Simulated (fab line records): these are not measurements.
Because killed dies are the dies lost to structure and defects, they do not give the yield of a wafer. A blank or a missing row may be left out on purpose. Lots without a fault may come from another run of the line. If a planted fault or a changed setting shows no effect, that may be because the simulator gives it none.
fab line records | flow sky130
record lots=14 | wafers=42 | lastDay=50
route steps=708 shown FIELD_ISO@15 VT_ADJUST_HVTP@89 VT_ADJUST_HVTR@142
lots that met no fault: from a run of the same line without faults
startH: hours from the record's first day to the start of the lot's first wafer shown | waitH: hours from the lot's prior step to this one | " the same as in the row above | L1.1+2: a single row standing in for several wafers | - no value, or no start was given | * or withheld: withheld | < > ~ a bound
route shown NAME@n: names a module that has steps shown in the file, with the first one's number in the route | usual: mean and standard deviation over wafers with no fault | same: alike in all rows | chamber/n: place in a boat | sites: the reading at each site | _std_site: the standard deviation of these | _edge_site: the outer-site mean with the inner-site mean subtracted | radiusMm: for every site, how far away it sits from the centre of the wafer | mask NAME#n: copy n | behind: tool/chamber where the wafer was last shaped | hold: cause of the lot's hold/its duration in hours/its outcome | device: names the non-switching transistor (n, p or np) | end of line: the tests these same wafers got at the end of their route | step lacking rows: just its recipe | killed: the dies lost at the first sort to structure and to defects; this is not the yield of the wafer | map: a wafer's dies, x killed, . not, _ none there
set.NAME: the setting as run; set.NAME@STEP: as run at that earlier step | model.NAME: the simulator's own value behind a step, which no gauge read
the route's steps for a sample of lots (tables are steps, rows are wafers)
services: from which hour (startH, from the record's first day; less than 0 if before it) a tool's chamber was out of use, for how many hours, and why
## steps
# step SKY_FIELD_ISO_ETCH_14
# recipe chemistry=N2/H2 | target=BARC | ionEnergyEv=200 | sourceW=500 | biasW=100 | pressureMtorr=30 | n2FlowSccm=100 | h2FlowSccm=200 | stopOn=SiO2 | timeS=45.9 | targetDepthA=600
# usual drypumpMotorCurrentA=5.6/0.35 | n2FlowSccm=100.0/0.3 | oesProductAu=0.854/0.0046 | throttleValvePct=13.224/0.0074
lot.wafer | tool       | chamber | startH | waitH | drypumpMotorCurrentA | n2FlowSccm | oesProductAu | rfHoursCounterH | throttleValvePct
L625.1    | rieDiel-01 | 0       | 29.70  | 0.1   | 5.9                  | 100.0      | 0.851        | 130             | 13.225
L625.3    | "          | 2       | "      | "     | 5.0                  | 100.2      | 0.845        | 43              | 13.227
L625.5    | "          | 0       | "      | "     | 5.9                  | 100.0      | 0.853        | -               | 13.235
L626.2    | rieDiel-02 | 3       | 33.75  | 0.1   | 6.0                  | 100.3      | 0.848        | 53              | 13.223
L626.3    | "          | 1       | "      | "     | 5.7                  | 99.7       | 0.864        | 4               | 13.217
L626.5    | "          | 3       | "      | "     | 6.0                  | 100.6      | 0.854        | -               | 13.227
L632.1    | rieDiel-01 | 0       | 65.59  | 0.1   | 5.8                  | 99.9       | 0.854        | 131             | 13.227
L632.3    | "          | 2       | "      | "     | 5.0                  | 99.6       | 0.849        | 44              | 13.228
L632.6    | "          | 3       | "      | "     | 5.3                  | 100.4      | 0.857        | -               | 13.228
L633.1    | rieDiel-04 | 2       | 71.70  | 0.1   | 5.9                  | 99.7       | 0.865        | 42              | 13.231
L633.2    | "          | 3       | "      | "     | 5.0                  | 99.5       | 0.858        | 166             | 13.237
L633.5    | "          | 2       | "      | "     | 5.9                  | 99.9       | 0.848        | -               | 13.218
L634.2    | rieDiel-02 | 3       | 75.90  | 0.1   | 6.0                  | 100.0      | 0.854        | 54              | 13.220
L634.3    | "          | 2       | "      | "     | 5.8                  | 100.4      | 0.857        | 65              | 13.237
L634.5    | "          | 1       | "      | "     | 5.7                  | 99.9       | 0.858        | -               | 13.210
L635.1    | rieDiel-01 | 2       | 80.40  | 0.1   | 5.0                  | 99.2       | 0.851        | 44              | 13.220
L635.2    | "          | 1       | "      | "     | 6.1                  | 99.8       | 0.848        | 70              | 13.223
L635.5    | "          | 2       | "      | "     | 5.0                  | 99.6       | 0.848        | -               | 13.230
L636.2    | rieDiel-02 | 3       | 85.49  | 0.1   | 6.0                  | 100.2      | 0.852        | 54              | 13.218
L636.3    | "          | 1       | "      | "     | 5.7                  | 100.0      | 0.848        | 5               | 13.220
L636.6    | "          | 0       | "      | "     | 5.4                  | 100.1      | 0.853        | -               | 13.222
L637.2    | rieDiel-02 | 2       | 91.85  | 0.1   | 5.8                  | 99.6       | 0.850        | 65              | 13.209
L637.3    | "          | 1       | "      | "     | 5.7                  | 100.1      | 0.854        | 5               | 13.222
L637.5    | "          | 0       | "      | "     | 5.5                  | 100.1      | 0.858        | -               | 13.218
L643.2    | rieDiel-01 | 0       | 122.04 | 0.1   | 5.8                  | 100.1      | 0.847        | 132             | 13.231
L643.3    | "          | 3       | "      | "     | 5.3                  | 100.2      | 0.866        | 3               | 13.221
L643.6    | "          | 1       | "      | "     | 6.2                  | 99.5       | 0.860        | -               | 13.212
L644.1    | rieDiel-02 | 1       | 128.94 | 0.1   | 5.7                  | 99.9       | 0.851        | 6               | 13.215
L644.2    | "          | 2       | "      | "     | 5.8                  | 100.2      | 0.859        | 66              | 13.212
L644.5    | "          | 2       | "      | "     | 5.8                  | 99.9       | 0.852        | -               | 13.227
L645.2    | rieDiel-04 | 1       | 133.05 | 0.1   | 5.6                  | 100.0      | 0.858        | 1               | 13.221
L645.3    | "          | 0       | "      | "     | 5.3                  | 100.1      | 0.861        | 8               | 13.236
L645.4    | "          | 2       | "      | "     | 5.9                  | 99.6       | 0.858        | 43              | 13.214
L646.1    | rieDiel-02 | 0       | 138.89 | 0.1   | 5.5                  | 99.7       | 0.850        | 140             | 13.211
L646.3    | "          | 2       | "      | "     | 5.8                  | 100.4      | 0.851        | 66              | 13.229
L646.5    | "          | 1       | "      | "     | 5.7                  | 100.6      | 0.852        | -               | 13.231
L647.1    | rieDiel-02 | 0       | 143.10 | 0.1   | 5.5                  | 100.3      | 0.853        | 140             | 13.212
L647.3    | "          | 3       | "      | "     | 6.0                  | 99.7       | 0.852        | 56              | 13.225
L647.4    | "          | 1       | "      | "     | 5.7                  | 100.7      | 0.855        | 7               | 13.217
L648.2    | rieDiel-02 | 1       | 147.65 | 0.1   | 5.7                  | 100.1      | 0.848        | 7               | 13.221
L648.4    | "          | 0       | "      | "     | 5.5                  | 100.2      | 0.853        | 140             | 13.230
L648.5    | "          | 0       | "      | "     | 5.5                  | 99.9       | 0.857        | -               | 13.209
# step SKY_FIELD_ISO_ETCH_17
# recipe targetDepthA=3420 | maskMaterial=Si3N4 | chemistry=HBr/Cl2/O2 | target=Si | taperDeg=5 | icpW=600 | biasW=150 | pressureMtorr=15 | HBr_flow_sccm=150 | Cl2_flow_sccm=40 | O2_flow_sccm=6 | timeS=97.7
# usual drypumpMotorCurrentA=6.0/0.53 | oesProductAu=0.995/0.019 | throttleValvePct=25.662/0.016
lot.wafer | tool     | chamber | startH | waitH | drypumpMotorCurrentA | oesProductAu | rfHoursCounterH | throttleValvePct
L625.1    | rieSi-02 | 1       | 29.90  | 0.1   | 6.0                  | 0.999        | 2               | 25.672
L625.3    | "        | 0       | "      | "     | 6.5                  | 0.965        | 77              | 25.679
L625.5    | "        | 0       | "      | "     | 6.5                  | 0.964        | -               | 25.677
L626.2    | rieSi-01 | 0       | 33.95  | 0.1   | 6.8                  | 1.025        | 50              | 25.621
L626.3    | "        | 2       | "      | "     | 5.4                  | 0.994        | 77              | 25.684
L626.5    | "        | 3       | "      | "     | 5.6                  | 1.001        | -               | 25.644
L632.1    | rieSi-02 | 1       | 65.78  | 0.1   | 6.0                  | 1.017        | 2               | 25.646
L632.3    | "        | 0       | "      | "     | 6.5                  | 0.963        | 78              | 25.664
L632.6    | "        | 0       | "      | "     | 6.5                  | 0.983        | -               | 25.675
L633.1    | rieSi-01 | 1       | 71.90  | 0.1   | 6.6                  | 0.986        | 57              | 25.655
L633.2    | "        | 2       | "      | "     | 5.4                  | 0.983        | 77              | 25.668
L633.5    | "        | 0       | "      | "     | 6.8                  | 1.025        | -               | 25.648
L634.2    | rieSi-02 | 3       | 76.10  | 0.1   | 5.4                  | 0.976        | 78              | 25.666
L634.3    | "        | 0       | "      | "     | 6.4                  | 0.964        | 78              | 25.682
L634.5    | "        | 0       | "      | "     | 6.4                  | 0.961        | -               | 25.691
L635.1    | rieSi-01 | 3       | 80.60  | 0.1   | 5.6                  | 1.029        | 26              | 25.650
L635.2    | "        | 1       | "      | "     | 6.6                  | 0.990        | 57              | 25.675
L635.5    | "        | 1       | "      | "     | 6.6                  | 0.985        | -               | 25.674
L636.2    | rieSi-02 | 2       | 85.68  | 0.1   | 5.4                  | 1.014        | 63              | 25.661
L636.3    | "        | 1       | "      | "     | 6.0                  | 1.003        | 3               | 25.665
L636.6    | "        | 1       | "      | "     | 6.0                  | 1.001        | -               | 25.655
L637.2    | rieSi-01 | 1       | 92.05  | 0.1   | 6.6                  | 0.993        | 57              | 25.674
L637.3    | "        | 2       | "      | "     | 5.4                  | 0.986        | 77              | 25.673
L637.5    | "        | 2       | "      | "     | 5.4                  | 0.986        | -               | 25.681
L643.2    | rieSi-01 | 3       | 122.23 | 0.1   | 5.7                  | 1.033        | 26              | 25.634
L643.3    | "        | 2       | "      | "     | 5.4                  | 0.989        | 77              | 25.666
L643.6    | "        | 2       | "      | "     | 5.4                  | 0.987        | -               | 25.667
L644.1    | rieSi-02 | 2       | 129.13 | 0.1   | 5.4                  | 0.998        | 63              | 25.655
L644.2    | "        | 3       | "      | "     | 5.5                  | 0.982        | 79              | 25.659
L644.5    | "        | 0       | "      | "     | 6.5                  | 0.967        | -               | 25.682
L645.2    | rieSi-01 | 2       | 133.25 | 0.1   | 5.4                  | 0.984        | 78              | 25.645
L645.3    | "        | 3       | "      | "     | 5.6                  | 1.013        | 26              | 25.642
L645.4    | "        | 1       | "      | "     | 6.6                  | 0.985        | 57              | 25.677
L646.1    | rieSi-02 | 3       | 139.08 | 0.1   | 5.5                  | 0.982        | 79              | 25.678
L646.3    | "        | 2       | "      | "     | 5.4                  | 1.007        | 63              | 25.648
L646.5    | "        | 2       | "      | "     | 5.4                  | 1.005        | -               | 25.656
L647.1    | rieSi-01 | 2       | 143.30 | 0.1   | 5.4                  | 0.997        | 78              | 25.657
L647.3    | "        | 3       | "      | "     | 5.6                  | 1.018        | 26              | 25.650
L647.4    | "        | 1       | "      | "     | 6.6                  | 0.986        | 57              | 25.674
L648.2    | rieSi-02 | 3       | 147.85 | 0.1   | 5.5                  | 0.982        | 79              | 25.666
L648.4    | "        | 3       | "      | "     | 5.5                  | 0.987        | -               | 25.681
L648.5    | "        | 0       | "      | "     | 6.5                  | 0.979        | -               | 25.661
# step SKY_VT_ADJUST_HVTP_EXPOSE_04
# recipe maskId=HVTPM | na=0.6 | sourceShape=conventional | sigmaOuter=0.6 | polarization=unpolarized | targetCdNm=380 | doseMj=140
# usual exposureDoseMJCm2=139.98/0.13 | focusOffsetNm=-0.1/0.56
lot.wafer | tool            | chamber | startH | waitH | mask    | exposureDoseMJCm2 | focusOffsetNm
L625.1    | ilineStepper-02 | 0       | 114.23 | -     | HVTPM#0 | 139.97            | -0.3
L625.3    | "               | 0       | "      | "     | HVTPM#0 | 139.92            | -0.1
L625.5    | "               | 0       | "      | "     | HVTPM#0 | 139.98            | 0.1
L626.2    | ilineStepper-02 | 0       | 117.65 | -     | HVTPM#0 | 139.95            | 0.9
L626.3    | "               | 0       | "      | "     | HVTPM#0 | 140.03            | -0.4
L626.5    | "               | 0       | "      | "     | HVTPM#0 | 139.90            | 0.5
L632.1    | ilineStepper-01 | 0       | 157.43 | -     | HVTPM#0 | 139.88            | -0.5
L632.3    | "               | 0       | "      | "     | HVTPM#0 | 139.97            | -0.2
L632.6    | "               | 0       | "      | "     | HVTPM#0 | 140.00            | 0.2
L633.1    | ilineStepper-02 | 0       | 166.50 | -     | HVTPM#0 | 139.86            | -0.6
L633.2    | "               | 0       | "      | "     | HVTPM#0 | 140.03            | -0.7
L633.5    | "               | 0       | "      | "     | HVTPM#0 | 140.02            | -1.4
L634.2    | ilineStepper-02 | 0       | 171.39 | -     | HVTPM#0 | 139.95            | 0.7
L634.3    | "               | 0       | "      | "     | HVTPM#0 | 140.05            | -0.1
L634.5    | "               | 0       | "      | "     | HVTPM#0 | 139.98            | 0.3
L635.1    | ilineStepper-01 | 0       | 173.91 | -     | HVTPM#0 | 139.99            | -0.2
L635.2    | "               | 0       | "      | "     | HVTPM#0 | 139.68            | -0.4
L635.5    | "               | 0       | "      | "     | HVTPM#0 | 140.03            | 0.3
L636.2    | ilineStepper-02 | 0       | 178.97 | -     | HVTPM#0 | 139.99            | -0.5
L636.3    | "               | 0       | "      | "     | HVTPM#0 | 139.83            | 0.2
L636.6    | "               | 0       | "      | "     | HVTPM#0 | 139.81            | -0.3
L637.2    | ilineStepper-01 | 0       | 191.29 | -     | HVTPM#0 | 140.15            | -0.2
L637.3    | "               | 0       | "      | "     | HVTPM#0 | 140.07            | -0.1
L637.5    | "               | 0       | "      | "     | HVTPM#0 | 140.00            | -0.2
L643.2    | ilineStepper-02 | -       | 220.00 | -     | HVTPM#0 | -                 | -
L643.3    | "               | -       | "      | "     | HVTPM#0 | -                 | -
L643.6    | "               | -       | "      | "     | HVTPM#0 | -                 | -
L644.1    | ilineStepper-02 | -       | 230.18 | -     | HVTPM#0 | -                 | -
L644.2    | "               | -       | "      | "     | HVTPM#0 | -                 | -
L644.5    | "               | -       | "      | "     | HVTPM#0 | -                 | -
L645.2    | ilineStepper-01 | 0       | 234.26 | -     | HVTPM#0 | 140.13            | -0.3
L645.3    | "               | 0       | "      | "     | HVTPM#0 | 140.13            | -0.4
L645.4    | "               | 0       | "      | "     | HVTPM#0 | 140.03            | 1.4
L646.1    | ilineStepper-02 | 0       | 240.76 | -     | HVTPM#0 | 139.95            | 1.0
L646.3    | "               | 0       | "      | "     | HVTPM#0 | 140.03            | 1.2
L646.5    | "               | 0       | "      | "     | HVTPM#0 | 139.83            | 0.3
L647.1    | ilineStepper-02 | 0       | 241.53 | -     | HVTPM#0 | 139.71            | -0.8
L647.3    | "               | 0       | "      | "     | HVTPM#0 | 139.78            | -0.5
L647.4    | "               | 0       | "      | "     | HVTPM#0 | 139.54            | -0.6
L648.2    | ilineStepper-02 | 0       | 251.18 | -     | HVTPM#0 | 140.00            | -0.2
L648.4    | "               | 0       | "      | "     | HVTPM#0 | 140.09            | 0.0
L648.5    | "               | 0       | "      | "     | HVTPM#0 | 139.92            | 0.4
# step SKY_VT_ADJUST_HVTR_TW_MEAS_11
# usual VT_ADJUST_HVTR_TW=213.3/1.5
lot.wafer | tool         | chamber | startH | waitH | VT_ADJUST_HVTR_TW
L625.1    | filmMetro-01 | -       | 204.27 | 0.1   | 214.5
L625.3    | "            | -       | "      | "     | 214.9
L625.5    | "            | -       | "      | "     | 214.9
L626.2    | filmMetro-03 | -       | 205.93 | 0.1   | 211.5
L626.3    | "            | -       | "      | "     | 211.9
L626.5    | "            | -       | "      | "     | 211.7
L632.1    | filmMetro-01 | -       | 250.97 | 0.1   | 211.5
L632.3    | "            | -       | "      | "     | 214.2
L632.6    | "            | -       | "      | "     | 213.1
L633.1    | filmMetro-02 | -       | 266.07 | 0.1   | 212.4
L633.2    | "            | -       | "      | "     | 214.7
L633.5    | "            | -       | "      | "     | 214.2
L634.2    | filmMetro-03 | -       | 268.05 | 0.1   | 211.0
L634.3    | "            | -       | "      | "     | 211.8
L634.5    | "            | -       | "      | "     | 212.3
L635.1    | filmMetro-02 | -       | 271.12 | 0.1   | 213.9
L635.2    | "            | -       | "      | "     | 214.8
L635.5    | "            | -       | "      | "     | 213.9
L636.2    | filmMetro-02 | -       | 272.88 | 0.1   | 213.5
L636.3    | "            | -       | "      | "     | 213.8
L636.6    | "            | -       | "      | "     | 213.2
L637.2    | filmMetro-01 | -       | 292.00 | 0.1   | 214.3
L637.3    | "            | -       | "      | "     | 214.9
L637.5    | "            | -       | "      | "     | 214.2
L643.2    | filmMetro-03 | -       | 326.55 | 0.1   | 211.2
L643.3    | "            | -       | "      | "     | 212.6
L643.6    | "            | -       | "      | "     | 211.6
L644.1    | filmMetro-01 | -       | 339.94 | 0.1   | 214.6
L644.2    | "            | -       | "      | "     | 212.8
L644.5    | "            | -       | "      | "     | 212.6
L645.2    | filmMetro-03 | -       | 344.50 | 0.1   | 211.6
L645.3    | "            | -       | "      | "     | 211.2
L645.4    | "            | -       | "      | "     | 210.7
L646.1    | filmMetro-02 | -       | 352.39 | 0.1   | 214.0
L646.3    | "            | -       | "      | "     | 215.0
L646.5    | "            | -       | "      | "     | 215.0
L647.1    | filmMetro-01 | -       | 354.08 | 0.1   | 214.2
L647.3    | "            | -       | "      | "     | 212.3
L647.4    | "            | -       | "      | "     | 213.6
L648.2    | filmMetro-01 | -       | 365.84 | 0.1   | 213.6
L648.4    | "            | -       | "      | "     | 214.7
L648.5    | "            | -       | "      | "     | 213.4
## services
tool            | chamber | startH | hours | kind
rieDiel-04      | -       | 15.91  | 14.6  | pm
rieDiel-01      | 1       | 17.23  | 3.8   | repair
rieDiel-02      | 1       | 22.06  | 4.6   | repair
rieDiel-01      | -       | 23.03  | 0.1   | repair
rieDiel-02      | 1       | 31.59  | 2.0   | repair
rieDiel-01      | 1       | 37.88  | 4.6   | repair
ilineStepper-02 | -       | 46.45  | 1.7   | pm
rieDiel-01      | -       | 60.41  | 0.2   | repair
rieDiel-01      | -       | 71.15  | 1.9   | repair
rieDiel-01      | 1       | 73.53  | 6.4   | repair
rieDiel-02      | -       | 102.53 | 0.4   | repair
rieSi-01        | 2       | 108.87 | 6.8   | repair
ilineStepper-02 | -       | 110.60 | 1.6   | repair
rieSi-02        | 0       | 111.55 | 3.8   | repair
rieSi-02        | 1       | 135.36 | 28.8  | repair
ilineStepper-02 | -       | 148.95 | 8.9   | pm
rieDiel-01      | 0       | 162.15 | 2.5   | repair
rieSi-02        | 2       | 173.53 | 3.3   | repair
rieDiel-02      | -       | 180.05 | 0.4   | repair
rieSi-02        | 2       | 189.53 | 4.1   | repair
ilineStepper-01 | -       | 219.38 | 1.7   | pm
rieSi-02        | 0       | 231.89 | 2.2   | repair
rieDiel-01      | 0       | 237.66 | 4.5   | repair
rieDiel-01      | -       | 245.23 | 4.3   | pm
## key
firstSign step=SKY_VT_ADJUST_HVTP_EXPOSE_04 | reading=toolRecord | direction=missing
effect none on later readings
metAt SKY_VT_ADJUST_HVTP_EXPOSE_04
struckLots L643,L644
sortLeftOut L643.2,L643.3,L643.6,L644.1,L644.2,L644.5
testerLeftOut L643,L644
notActingAt SKY_FIELD_ISO_ETCH_14,SKY_FIELD_ISO_ETCH_17,SKY_VT_ADJUST_HVTR_TW_MEAS_11
onsetBetween 178.97 220.00
fault kind=skippedStepWhole | tool=ilineStepper-02 | chamber=- | onsetH=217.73 | steps=SKY_VT_ADJUST_HVTP_EXPOSE_04 | scope=struckLotsOnly
# testerLeftOut: of these lots the tester's yield and bins aren't shown, on N5 and GAA mostly nor the transistor test; their killed dies are dies lost to structure and defects alone, not to doping, threshold or leakage, so they don't give the yield
# sortLeftOut: the simulated sort isn't trusted on such a fault, so these wafers' sort isn't shown, and their yield isn't known
